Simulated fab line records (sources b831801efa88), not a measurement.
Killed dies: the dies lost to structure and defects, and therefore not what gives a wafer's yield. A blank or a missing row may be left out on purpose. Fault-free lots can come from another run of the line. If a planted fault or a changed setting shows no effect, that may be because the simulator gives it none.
Which tool is to blame? + flow sky130 + 7 lots, 21 wafers sampled, at 2 steps of a route of 708

WHAT EACH GAUGE READ, for each wafer
SKY_LDD_LDN_TW_MEAS_13.
| lot  | measured     | on            | LDD_LDN_TW                    |
|------|--------------|---------------|-------------------------------|
| L204 | day 23 09:59 | film_metro-04 | 1480 1483 1489                |
| L208 | day 24 08:26 | film_metro-04 | 1480 1484 1493                |
| L209 | day 25 06:38 | film_metro-02 | 1483 1492 1480                |
| L216 | day 27 13:20 | film_metro-04 | 1348 1358 1356 1356 1364 1367 |
| L218 | day 28 05:41 | film_metro-04 | 1488 1489 1489                |
| L221 | day 29 06:29 | film_metro-04 | 1483 1477 1476                |
| L226 | day 30 14:29 | film_metro-04 | 1486 1481 1472                |

TOOL THAT RAN EACH LOT (tool first, then ch and the chambers of the sampled wafers, then the start)
| lot  | SKY_LDD_LDN_IMPLANT_10          |
|------|---------------------------------|
| L204 | implanter-01 ch 0, day 23 09:37 |
| L208 | implanter-01 ch 0, day 24 08:03 |
| L209 | implanter-03 ch 0, day 25 06:16 |
| L216 | implanter-03, day 27 12:56      |
| L218 | implanter-02 ch 0, day 28 05:18 |
| L221 | implanter-03 ch 0, day 29 06:06 |
| L226 | implanter-02 ch 0, day 30 14:07 |
- SKY_LDD_LDN_IMPLANT_10

THE ANSWER, worked out from the rows above alone
Rule: the lots themselves supply what counts as usual. The widest of any qualifying gaps counts: lots, ordered by their means at a reading, are off when they make up no more than a third of the lots, leave a main group of 4 or more, and stand apart from it by 3 or more times the standard deviation of that group's means. Not used: any main group whose means are identical at the precision the tables above print for the reading. A lot without any number at a reading at which 4 lots or more have one is off too. Any other lot the step has rows for is counted as sound.
Off: L216, seen at SKY_LDD_LDN_TW_MEAS_13 (LDD_LDN_TW). The main group: mean 1484, standard deviation 3.5.
A tool fits if, at a process step before that reading, it ran every lot that is off, and no sound lot after the first of them. Those tools and the gauges at SKY_LDD_LDN_TW_MEAS_13 are tried in the same way. No candidate that was tried fits.

WHAT WAS PUT IN BY THE SIMULATOR
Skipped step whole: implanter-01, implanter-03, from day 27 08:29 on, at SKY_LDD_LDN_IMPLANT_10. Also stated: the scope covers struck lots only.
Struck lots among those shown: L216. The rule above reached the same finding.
